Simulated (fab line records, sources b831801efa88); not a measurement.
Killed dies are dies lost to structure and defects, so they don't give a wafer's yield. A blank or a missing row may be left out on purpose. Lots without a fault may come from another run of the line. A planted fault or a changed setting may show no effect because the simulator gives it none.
One fault seen from 2 desks | flow sky130 | each desk has only its own numbers; what lay behind them comes last

THE METROLOGY DESK
What the gauges read, lot by lot, whatever tool the lot ran on: means of the sampled wafers that have a number. A lot is out of limits, marked OUT, if its mean lies more than 4 standard deviations from the usual mean; the brackets give that distance.
Columns: A = SD_N_RS at SKY_SD_N_RS_MEAS_16, usual 68.56 ohm/sq; B = LI_CONTACT_HDPCVD_THK at SKY_LI_CONTACT_THK_MEAS_01, usual 935 nm
lot  | first seen here | A               | B
L220 | day 29 10:25    | 68.41           | 922
L221 | day 29 15:08    | 68.56           | 938
L222 | day 30 13:04    | 71.10 (+23) OUT | 924
L225 | day 31 01:26    | 71.06 (+23) OUT | 934
L227 | day 31 20:04    | 68.55           | 929
L228 | day 31 21:50    | 68.59           | 933
L230 | day 32 13:34    | 68.59           | 941
L232 | day 33 05:14    | 68.49           | 938
L235 | day 34 01:54    | 68.57           | 949
L237 | day 34 19:13    | 68.62           | 937
L238 | day 34 22:52    | 68.61           | 933
This desk's finding: out of limits on L222, L225; first on L222, day 30 13:04 (SD_N_RS at SKY_SD_N_RS_MEAS_16). In limits: L220, L221, L227, L228, L230, L232, L235, L237, L238.

THE TOOL OWNER'S DESK: implanter-01
The tool's own readings at SKY_SD_N_IMPLANT_09: means of the sampled wafers that have a number, for each lot that ran on this tool. A lot is out of limits, marked OUT, if its mean lies more than 4 standard deviations from the usual mean; the brackets give that distance.
Columns: A = beam_energy_keV at SKY_SD_N_IMPLANT_09, usual 50.001; B = faraday_current_uA at SKY_SD_N_IMPLANT_09, usual 13016
lot  | first seen here | A      | B
L220 | day 29 09:44    | 50.001 | 15128
L221 | day 29 14:28    | 49.995 | 14963
L222 | day 30 12:24    | 50.014 | 19660 (+4.4) OUT
L225 | day 31 00:45    | 50.008 | 19483 (+4.3) OUT
This desk's finding: out of limits on L222, L225; first on L222, day 30 12:24 (faraday_current_uA at SKY_SD_N_IMPLANT_09). In limits: L220, L221.

PUT TOGETHER
The tool owner's desk could have raised an alarm at day 30 12:24, on L222, L225.
The metrology desk could have raised an alarm at day 30 13:04, on L222, L225.
Of the lots named, all ran SKY_SD_N_IMPLANT_09 on implanter-01.

WHAT THE SIMULATOR HAD PUT IN
Process parameter drift: implanter-01, from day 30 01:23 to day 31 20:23, at SKY_SD_N_IMPLANT_09. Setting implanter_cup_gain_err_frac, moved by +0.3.
Lots struck among those shown: L222, L225.
Hours from the fault's start to each desk's first reading out of limits: the tool owner's desk, 11; the metrology desk, 12.
